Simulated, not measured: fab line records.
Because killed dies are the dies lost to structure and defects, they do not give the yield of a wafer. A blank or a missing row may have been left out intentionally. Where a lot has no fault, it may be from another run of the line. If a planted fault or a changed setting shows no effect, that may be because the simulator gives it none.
One fault seen from 2 desks | flow gf180mcu | only its own numbers are on each desk; what lay behind them is given at the end

== AT THE METROLOGY DESK ==
Means of the sampled wafers that have a number, per lot and without regard to the tool the lot ran on: this is what the gauges read. If a lot's mean is further than 4 standard deviations from the usual mean, the lot is out of limits and carries the mark OUT (the distance appears in the brackets).
Columns: A = STI_OXIDATION_THK at GF_STI_THK_MEAS_02, usual 10.06 nm; B = STI_CVD_03_THK at GF_STI_THK_MEAS_04, usual 208.2 nm; C = cdNm at GF_STI_CD_MEAS_12, usual 220.1 nm
lot  | first seen here | A     | B     | C
L155 | day 2 18:07     | 9.95  | 207.6 | 219.8
L158 | day 3 08:43     | 10.01 | 208.5 | 223.2
L159 | day 3 14:19     | 10.01 | 210.1 | 220.8
L160 | day 3 19:23     | 10.21 | 206.2 | 220.2
L163 | day 4 09:58     | 10.17 | 209.9 | 219.3
L169 | day 5 15:31     | 10.13 | 207.9 | 220.3
L170 | day 5 20:31     | 10.24 | 206.9 | 219.3
This desk's finding: nothing out of limits on any of the 7 lots.

== DESK OF THE TOOL OWNER: rieSi-01 ==
The tool's own readings at GF_STI_ETCH_14 (etches Si in HBr/Cl2/O2, target depth 360 nm, time 102.9 s): means of the sampled wafers that have a number, for each lot that ran on this tool. If a lot's mean is further than 4 standard deviations from the usual mean, the lot is out of limits and carries the mark OUT (the distance appears in the brackets).
Columns: A = drypumpMotorCurrentA at GF_STI_ETCH_14, usual 5.52 A; B = oesProductAu at GF_STI_ETCH_14, usual 1.011 a.u.; C = runLengthS at GF_STI_ETCH_14, usual 131.5 s; D = throttleValvePct at GF_STI_ETCH_14, usual 25.650 %
lot  | first seen here | A    | B     | C               | D
L155 | day 3 07:56     | 5.40 | 1.011 | 131.6           | 25.642
L158 | day 4 00:16     | 5.42 | 1.009 | 141.0 (+23) OUT | 25.648
L159 | day 4 04:40     | 5.72 | 0.996 | 140.3 (+21) OUT | 25.656
L160 | day 4 12:44     | 5.51 | 1.000 | 138.8 (+17) OUT | 25.655
Finding of this desk: L158, L159, L160 out of limits; the first was L158 at day 4 00:16, on runLengthS at GF_STI_ETCH_14. Within limits: L155.

== ALL TOGETHER ==
The tool owner's desk had the chance to raise an alarm at day 4 00:16 on L158, L159, L160.
The metrology desk saw nothing out of limits.
The metrology desk holds a record of L158, L159, L160, inside its limits.
On rieSi-01, each named lot ran GF_STI_ETCH_14.

== WHAT WAS PUT IN BY THE SIMULATOR ==
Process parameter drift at GF_STI_ETCH_14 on rieSi-01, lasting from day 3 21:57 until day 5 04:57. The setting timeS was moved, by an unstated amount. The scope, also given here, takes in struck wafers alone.
Lots struck among those shown: L158, L159, L160.
Delay in hours, fault start to first out-of-limits reading, by desk: the tool owner's desk at 2.
